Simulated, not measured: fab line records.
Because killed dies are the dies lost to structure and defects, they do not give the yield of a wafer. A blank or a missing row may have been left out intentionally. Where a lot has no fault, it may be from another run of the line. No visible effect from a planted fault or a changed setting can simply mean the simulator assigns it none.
What tool caused it? ; flow sky130 ; 30 wafers from 10 lots sampled at 6 of the route's 708 steps

## WHAT THE GAUGES SHOWED, per wafer
No reading from a measuring or inspecting step in the record can be judged against a usual standard deviation.

## WHAT TOOL EACH LOT RAN ON (gives the tool, then ch and the chambers of the sampled wafers, and finally the start)
lot;SKY_METAL2_SPUTTER_04;SKY_METAL3_SPUTTER_00;SKY_METAL3_METAL_ETCH_18;SKY_METAL3_STRIP_19;SKY_VIA3_ETCH_14;SKY_PAD_OPEN_PROBE_99
L297;pvd_sputter-04, day 34 18:57;pvd_sputter-03, day 37 01:53;rie_metal-01 ch 0,1, day 39 04:55;plasma_asher-04 ch 0,1, day 39 05:05;rie_diel-03 ch 0,1,3, day 40 07:08;-
L301;pvd_sputter-03, day 36 05:13;pvd_sputter-02, day 38 10:34;rie_metal-01 ch 0,1, day 40 12:58;plasma_asher-04 ch 0,1, day 40 13:08;rie_diel-01 ch 0,1,3, day 41 15:20;-
L300;pvd_sputter-04, day 36 05:40;pvd_sputter-01, day 38 10:31;rie_metal-01 ch 0,1, day 40 12:02;plasma_asher-04 ch 1, day 40 12:13;rie_diel-01 ch 2,3, day 41 13:50;prober-02, day 47 08:56
L304;pvd_sputter-01, day 36 18:27;pvd_sputter-03, day 38 23:45;rie_metal-03 ch 0,1, day 41 02:04;plasma_asher-01 ch 0,1, day 41 02:14;rie_diel-01 ch 2,3, day 42 03:44;-
L305;pvd_sputter-04, day 37 10:32;pvd_sputter-03, day 39 15:22;rie_metal-02 ch 0,1, day 41 17:17;plasma_asher-01 ch 0,1, day 41 17:28;rie_diel-03 ch 2,3, day 42 18:05;-
L309;pvd_sputter-03, day 37 21:27;pvd_sputter-01, day 40 02:08;rie_metal-02 ch 0,1, day 42 03:01;plasma_asher-01 ch 0,1, day 42 03:11;rie_diel-02 ch 1,2,3, day 43 03:44;-
L313;pvd_sputter-01, day 38 23:19;pvd_sputter-03, day 41 02:59;rie_metal-03 ch 0, day 43 04:08;plasma_asher-02 ch 0,1, day 43 04:19;rie_diel-02 ch 0,1, day 44 04:05;prober-02, day 49 12:57
L314;pvd_sputter-04, day 39 11:11;pvd_sputter-01, day 41 14:47;rie_metal-02 ch 0,1, day 43 13:17;plasma_asher-02 ch 0,1, day 43 13:28;rie_diel-01 ch 0,1,2, day 44 12:42;-
L315;pvd_sputter-01, day 39 17:12;pvd_sputter-02, day 41 20:46;rie_metal-02 ch 0, day 43 19:46;plasma_asher-02 ch 0,1, day 43 19:56;rie_diel-02 ch 2,3, day 44 19:11;-
L317;pvd_sputter-04, day 40 12:05;pvd_sputter-02, day 42 14:20;rie_metal-03 ch 0,1, day 44 13:49;plasma_asher-02 ch 0,1, day 44 13:59;rie_diel-03 ch 1,2,3, day 45 12:26;-
- SKY_METAL2_SPUTTER_04: material TiN, target thk 70 nm, time 58.3 s.
- SKY_METAL3_SPUTTER_00: material Ti, target thk 15 nm, time 10 s.
- SKY_METAL3_METAL_ETCH_18: etches the open film in Cl2/BCl3, stops on SiO2, target depth 845 nm, time 183.1 s.
- SKY_METAL3_STRIP_19: strips in O2/N2.
- SKY_VIA3_ETCH_14: etches BARC in N2/H2, stops on SiO2, time 45.9 s, target depth 60 nm.
- SKY_PAD_OPEN_PROBE_99

## WHAT THE TOOLS THEMSELVES READ (means of the sampled wafers that have a number; where no wafer has one, the mark that the record gives instead)
SKY_METAL2_SPUTTER_04.
lot;tool;chamber_pressure_pa (Pa);throttle_valve_pct (%)
L297;pvd_sputter-04;0.3996;28.8
L301;pvd_sputter-03;0.4001;29.5
L300;pvd_sputter-04;0.3999;29.9
L304;pvd_sputter-01;0.4002;30.2
L305;pvd_sputter-04;0.4000;28.9
L309;pvd_sputter-03;0.4004;29.1
L313;pvd_sputter-01;0.3997;29.9
L314;pvd_sputter-04;0.4004;29.1
L315;pvd_sputter-01;0.3993;29.4
L317;pvd_sputter-04;0.4001;28.4

SKY_METAL3_SPUTTER_00.
lot;tool;chamber_pressure_pa (Pa);throttle_valve_pct (%)
L297;pvd_sputter-03;0.4006;28.5
L301;pvd_sputter-02;0.3996;31.3
L300;pvd_sputter-01;0.4002;29.9
L304;pvd_sputter-03;0.3997;28.7
L305;pvd_sputter-03;0.3995;30.3
L309;pvd_sputter-01;0.3996;29.8
L313;pvd_sputter-03;0.4002;29.7
L314;pvd_sputter-01;0.4005;29.8
L315;pvd_sputter-02;0.4000;31.0
L317;pvd_sputter-02;0.3997;31.5

SKY_METAL3_METAL_ETCH_18.
lot;tool;drypump_motor_current_A (A);oes_product_au (a.u.);run_length_s (s);throttle_valve_pct (%)
L297;rie_metal-01;6.2;0.866;211.6;22.270
L301;rie_metal-01;6.2;0.871;211.5;22.269
L300;rie_metal-01;6.2;0.873;211.5;22.265
L304;rie_metal-03;5.4;0.869;211.3;22.265
L305;rie_metal-02;5.6;0.872;211.7;22.258
L309;rie_metal-02;5.8;0.871;211.4;22.274
L313;rie_metal-03;5.3;0.862;211.7;22.263
L314;rie_metal-02;5.6;0.985;190.9;22.267
L315;rie_metal-02;5.9;0.904;204.3;22.263
L317;rie_metal-03;5.5;0.873;210.9;22.266

SKY_METAL3_STRIP_19.
lot;tool;drypump_motor_current_A (A);oes_product_au (a.u.);strip_time_to_endpoint_s (s)
L297;plasma_asher-04;5.77;0.493;6.41
L301;plasma_asher-04;5.58;0.495;6.40
L300;plasma_asher-04;5.91;0.499;6.50
L304;plasma_asher-01;5.58;0.501;6.41
L305;plasma_asher-01;5.63;0.500;6.39
L309;plasma_asher-01;5.62;0.498;6.41
L313;plasma_asher-02;5.62;0.502;6.47
L314;plasma_asher-02;5.83;0.523;7.07
L315;plasma_asher-02;5.61;0.518;6.85
L317;plasma_asher-02;5.84;0.491;6.29

SKY_VIA3_ETCH_14.
lot;tool;drypump_motor_current_A (A);oes_product_au (a.u.);run_length_s (s);throttle_valve_pct (%)
L297;rie_diel-03;6.3;0.851;74.3;13.225
L301;rie_diel-01;6.1;0.858;73.8;13.227
L300;rie_diel-01;5.8;0.851;73.9;13.224
L304;rie_diel-01;5.5;0.857;74.1;13.223
L305;rie_diel-03;5.9;0.856;73.6;13.223
L309;rie_diel-02;5.8;0.854;74.0;13.224
L313;rie_diel-02;5.7;0.856;74.3;13.222
L314;rie_diel-01;5.9;0.856;74.3;13.224
L315;rie_diel-02;6.0;0.856;73.8;13.222
L317;rie_diel-03;6.0;0.851;74.1;13.225

SKY_PAD_OPEN_PROBE_99.
lot;tool;defect_limited_yield (%);killed_at_M0_to_M3;killed_at_M4_up;killed_at_contacts;killed_at_front_end;killed_at_other;killed_dies;killed_open;killed_short;sort_bin_3_pad_short (%);sort_bin_5_function (%);sort_bin_6_memory (%);sort_bin_8_speed (%);sort_n_pass;sort_yield_pct (%)
L300;prober-02;81.7;45;5.7;24;14;0.3;90;45;45;1.1;10.6;6.6;0.00;402;81.7
L313;prober-02;83.6;41;4.3;21;15;0.0;81;43;37;0.6;9.7;6.1;0.00;411;83.6

## THE ANSWER, worked out from the rows above alone
Rule: the usual values come from the lots themselves. Put in order of their means at a reading, lots are off if they are a third of the lots or fewer, leave a main group of 4 or more, and stand apart from it by a gap of 3 or more times the standard deviation of the main group's means; of several such gaps the widest counts. A main group whose means are all the same, to the digits that the tables above print for the reading, isn't used. Also off: a lot with no number at a reading for which 4 or more lots have one. Where the step has rows for the other lots, those lots are counted as sound. First the gauges in route order, then the tools' own readings, where a lot's mean is used as printed above. At the first step where some lot is off, the reading lying furthest off is the one used; lots without a number count as furthest.
Off: L314, L315, at SKY_METAL3_METAL_ETCH_18 (run_length_s). Mean 211.4 s and standard deviation 0.24 in the main group.
If a tool, at that step or one of the process steps before it, ran each lot that is off and ran no sound lot following the first of them, it fits. One fits: rie_metal-02 at SKY_METAL3_METAL_ETCH_18. A fault onset in the window from L309 (day 42 03:01, its last sound lot) to L314 (day 43 13:17, its first lot off) fits.
The tool's own readings at SKY_METAL3_METAL_ETCH_18 bear it out: on the lots that are off they differ by more than 5 times the standard deviation of the sound lots' means. oes_product_au reads 0.945 a.u. there against 0.870 a.u. on the sound lots; run_length_s reads 197.6 s there against 211.4 s on the sound lots.

## WHAT HAD BEEN PUT IN BY THE SIMULATOR
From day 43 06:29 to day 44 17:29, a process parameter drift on rie_metal-02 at SKY_METAL3_METAL_ETCH_18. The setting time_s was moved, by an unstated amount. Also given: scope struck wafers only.
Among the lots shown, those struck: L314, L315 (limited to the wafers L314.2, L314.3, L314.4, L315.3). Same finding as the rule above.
